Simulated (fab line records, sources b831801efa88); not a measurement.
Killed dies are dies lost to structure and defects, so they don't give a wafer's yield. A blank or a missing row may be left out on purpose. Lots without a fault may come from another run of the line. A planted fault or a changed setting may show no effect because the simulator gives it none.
Which tool did it? | flow gf180mcu | 24 lots, 72 wafers sampled, at 5 steps of a route of 602

WHAT THE GAUGES READ, wafer by wafer
GF_V4_THK_MEAS_03. Usual: V4_CVD_02_THK 843 nm, standard deviation 13.
lot  | measured     | on            | V4_CVD_02_THK (nm) | flag
L074 | day 23 12:28 | film_metro-03 | 845 855 848        |
L075 | day 24 03:20 | film_metro-03 | 814 825 832        |
L077 | day 24 14:23 | film_metro-03 | 836 838 844        |
L076 | day 24 17:05 | film_metro-03 | 831 843 839        |
L078 | day 24 21:38 | film_metro-04 | 845 863 853        |
L079 | day 25 11:31 | film_metro-02 | 839 847 870        |
L080 | day 25 14:28 | film_metro-03 | 831 838 851        |
L081 | day 26 02:45 | film_metro-02 | 836 819 845        |
L082 | day 26 10:32 | film_metro-02 | 842 853 850        |
L083 | day 26 17:40 | film_metro-02 | 829 835 841        |
L084 | day 27 05:09 | film_metro-02 | 875 886 849        |
L085 | day 27 09:49 | film_metro-02 | 830 829 837        |
L086 | day 27 12:54 | film_metro-03 | 824 862 837        |
L087 | day 28 01:11 | film_metro-03 | 821 830 841        |
L088 | day 28 09:51 | film_metro-04 | 855 860 849        |
L089 | day 28 10:11 | film_metro-02 | 831 852 841        |
L090 | day 28 15:17 | film_metro-02 | 828 840 839        |
L091 | day 29 08:12 | film_metro-02 | 847 848 857        |
L092 | day 29 08:34 | film_metro-02 | 859 823 831        |
L093 | day 29 11:43 | film_metro-02 | 838 844 871        |
L094 | day 29 17:05 | film_metro-04 | 836 853 857        |
L095 | day 30 17:38 | film_metro-04 | 825 831 848        |
L096 | day 30 18:43 | film_metro-03 | 838 856 853        |
L097 | day 30 22:00 | film_metro-04 | 851 842 861        |

GF_V4_OVL_MEAS_15. Usual: V4_OVL -2 nm, standard deviation 6.
lot  | measured     | on         | V4_OVL (nm) | flag
L074 | day 24 11:26 | overlay-01 | -5 -2 -6    |
L075 | day 25 01:38 | overlay-01 | -2 -5 -6    |
L077 | day 25 12:28 | overlay-02 | -4 -2 -3    |
L076 | day 25 15:05 | overlay-01 | 12 14 9     |
L078 | day 25 20:01 | overlay-01 | -1 -2 -4    |
L079 | day 26 09:52 | overlay-01 | -7 -16 -3   |
L080 | day 26 11:50 | overlay-02 | -3 0 -1     |
L081 | day 26 23:23 | overlay-01 | -11 -7 -7   |
L082 | day 27 08:02 | overlay-02 | -11 -5 -4   |
L083 | day 27 14:47 | overlay-02 | 3 -8 3      |
L084 | day 28 01:59 | overlay-02 | -5 7 -3     |
L085 | day 28 06:35 | overlay-01 | 0 -5 -1     |
L086 | day 28 10:04 | overlay-02 | -9 1 -10    |
L087 | day 28 21:17 | overlay-02 | -4 -3 -7    |
L088 | day 29 06:15 | overlay-01 | -1 -3 -1    |
L089 | day 29 07:11 | overlay-02 | 1 -4 11     |
L090 | day 29 11:41 | overlay-02 | -8 -2 -7    |
L091 | day 30 03:36 | overlay-02 | -3 -6 -4    |
L092 | day 30 04:14 | overlay-01 | 0 -7 4      |
L093 | day 30 06:58 | overlay-02 | 1 1 9       |
L094 | day 30 12:44 | overlay-02 | -12 -12 -10 |
L095 | day 31 12:31 | overlay-01 | 3 -5 4      |
L096 | day 31 13:28 | overlay-01 | -2 5 -7     |
L097 | day 31 16:01 | overlay-02 | 6 5 2       |

GF_MIM_THK_MEAS_06. Usual: MIM_CVD_05_THK 41.8 nm, standard deviation 0.6.
lot  | measured     | on            | MIM_CVD_05_THK (nm) | flag
L074 | day 24 13:05 | film_metro-02 | 41.7 41.5 41.2      |
L075 | day 25 03:17 | film_metro-01 | 42.1 41.7 42.3      |
L077 | day 25 14:16 | film_metro-02 | 41.9 40.9 41.2      |
L076 | day 25 16:44 | film_metro-04 | 41.4 42.0 43.5      |
L078 | day 25 21:42 | film_metro-04 | 40.7 41.9 42.6      |
L079 | day 26 11:35 | film_metro-04 | 41.3 42.1 41.5      |
L080 | day 26 13:31 | film_metro-02 | 41.5 43.2 42.5      |
L081 | day 27 01:02 | film_metro-04 | 41.9 42.2 41.1      |
L082 | day 27 09:46 | film_metro-04 | 41.0 41.4 41.6      |
L083 | day 27 16:31 | film_metro-02 | 40.8 41.2 41.5      |
L084 | day 28 03:38 | film_metro-02 | 40.5 41.7 40.8      |
L085 | day 28 08:16 | film_metro-04 | 40.8 41.6 41.5      |
L086 | day 28 11:43 | film_metro-04 | 41.1 41.4 42.2      |
L087 | day 28 22:59 | film_metro-02 | 42.1 41.7 42.3      |
L088 | day 29 07:55 | film_metro-01 | 42.4 42.3 42.2      |
L089 | day 29 08:52 | film_metro-01 | 41.8 42.0 42.0      |
L090 | day 29 13:33 | film_metro-01 | 41.5 41.6 42.4      |
L091 | day 30 05:18 | film_metro-04 | 42.3 41.6 42.3      |
L092 | day 30 05:55 | film_metro-04 | 41.6 41.6 40.8      |
L093 | day 30 08:39 | film_metro-04 | 42.0 42.2 42.4      |
L094 | day 30 14:44 | film_metro-02 | 41.8 41.5 42.2      |
L095 | day 31 14:11 | film_metro-01 | 41.7 41.1 41.1      |
L096 | day 31 15:07 | film_metro-01 | 41.7 42.2 42.3      |
L097 | day 31 17:49 | film_metro-04 | 41.8 42.6 41.2      |

GF_V5_THK_MEAS_01. Usual: V5_CVD_00_THK 302 nm, standard deviation 3.5.
lot  | measured     | on            | V5_CVD_00_THK (nm) | flag
L074 | day 26 09:52 | film_metro-03 | 304 298 306        |
L075 | day 26 23:22 | film_metro-02 | 306 304 301        |
L077 | day 27 09:55 | film_metro-02 | 304 301 298        |
L076 | day 27 11:35 | film_metro-01 | 307 299 303        |
L078 | day 27 17:46 | film_metro-03 | 300 305 302        |
L079 | day 28 05:14 | film_metro-01 | 300 296 300        |
L080 | day 28 07:44 | film_metro-01 | 304 305 303        |
L081 | day 28 18:59 | film_metro-02 | 305 304 305        |
L082 | day 29 02:17 | film_metro-03 | 302 301 302        |
L083 | day 29 09:16 | film_metro-03 | 305 303 311        |
L084 | day 29 18:52 | film_metro-01 | 300 303 299        |
L085 | day 29 23:22 | film_metro-01 | 304 304 304        |
L086 | day 30 03:36 | film_metro-02 | 301 301 303        |
L087 | day 30 13:59 | film_metro-03 | 302 307 308        |
L088 | day 30 22:30 | film_metro-01 | 305 298 301        |
L089 | day 30 23:35 | film_metro-02 | 301 300 301        |
L090 | day 31 04:20 | film_metro-02 | 298 306 302        |
L091 | day 31 18:14 | film_metro-03 | 301 299 297        |
L092 | day 31 18:52 | film_metro-01 | 294 300 301        |
L093 | day 31 22:01 | film_metro-01 | 305 303 305        |
L094 | day 32 02:22 | film_metro-01 | 300 295 299        |
L095 | day 33 00:26 | film_metro-03 | 304 302 302        |
L096 | day 33 01:14 | film_metro-02 | 295 309 295        |
L097 | day 33 02:53 | film_metro-01 | 297 293 305        |

WHICH TOOL RAN EACH LOT (tool, then ch and the chambers of the sampled wafers, then the start)
lot  | GF_V3_CVD_23
L074 | cvd_w-01 ch 0,1, day 22 11:50
L075 | cvd_w-02 ch 0,1, day 23 03:14
L077 | cvd_w-02 ch 0,1, day 23 13:41
L076 | cvd_w-01 ch 0, day 23 16:13
L078 | cvd_w-02 ch 0,1, day 23 21:20
L079 | cvd_w-02 ch 0,1, day 24 11:37
L080 | cvd_w-01 ch 0,1, day 24 14:53
L081 | cvd_w-01 ch 0,1, day 25 03:41
L082 | cvd_w-02 ch 0,1, day 25 11:08
L083 | cvd_w-02 ch 0,1, day 25 18:40
L084 | cvd_w-01 ch 0,1, day 26 06:31
L085 | cvd_w-02 ch 0,1, day 26 11:30
L086 | cvd_w-02 ch 0,1, day 26 15:06
L087 | cvd_w-02 ch 1, day 27 02:31
L088 | cvd_w-02 ch 0,1, day 27 11:49
L089 | cvd_w-01 ch 0,1, day 27 11:56
L090 | cvd_w-02 ch 0,1, day 27 17:53
L091 | cvd_w-01 ch 0,1, day 28 10:46
L092 | cvd_w-01 ch 0,1, day 28 11:59
L093 | cvd_w-02 ch 0,1, day 28 14:14
L094 | cvd_w-01 ch 0,1, day 28 20:16
L095 | cvd_w-01 ch 0,1, day 29 21:50
L096 | cvd_w-02 ch 0,1, day 29 22:13
L097 | cvd_w-01 ch 0,1, day 30 01:38
- GF_V3_CVD_23: deposits W, target thk 350 nm, time 104.9 s.

WHAT THE TOOLS THEMSELVES READ (means of the sampled wafers that have a number; where no wafer has one, the mark that the record gives instead)
GF_V3_CVD_23. Usual: heater_power_w 753 W, standard deviation 120.
lot  | tool     | heater_power_w (W) | flag
L074 | cvd_w-01 | 814                |
L075 | cvd_w-02 | 689                |
L077 | cvd_w-02 | 672                |
L076 | cvd_w-01 | 853                |
L078 | cvd_w-02 | 679                |
L079 | cvd_w-02 | 779                |
L080 | cvd_w-01 | 751                |
L081 | cvd_w-01 | 786                |
L082 | cvd_w-02 | 784                |
L083 | cvd_w-02 | 683                |
L084 | cvd_w-01 | 801                |
L085 | cvd_w-02 | 783                |
L086 | cvd_w-02 | 792                |
L087 | cvd_w-02 | 592                |
L088 | cvd_w-02 | 776                |
L089 | cvd_w-01 | 754                |
L090 | cvd_w-02 | 686                |
L091 | cvd_w-01 | 798                |
L092 | cvd_w-01 | 799                |
L093 | cvd_w-02 | 693                |
L094 | cvd_w-01 | 805                |
L095 | cvd_w-01 | 800                |
L096 | cvd_w-02 | 793                |
L097 | cvd_w-01 | 750                |

THE ANSWER, worked out from the rows above alone
Rule: a lot is off if the mean of its wafers that have a number lies more than 3 standard deviations from the usual mean. A lot without any number at a reading at which 4 lots or more have one is off too. The other lots that the step has rows for count as sound. The gauges are gone through in route order, then the tools' own readings, and for those a lot's mean is taken as printed above. The first step at which some lot is off is used, and at that step the reading that is off furthest; a lot without a number counts as furthest.
No lot is off at any reading shown: from this, nothing can be told.

WHAT THE SIMULATOR HAD PUT IN
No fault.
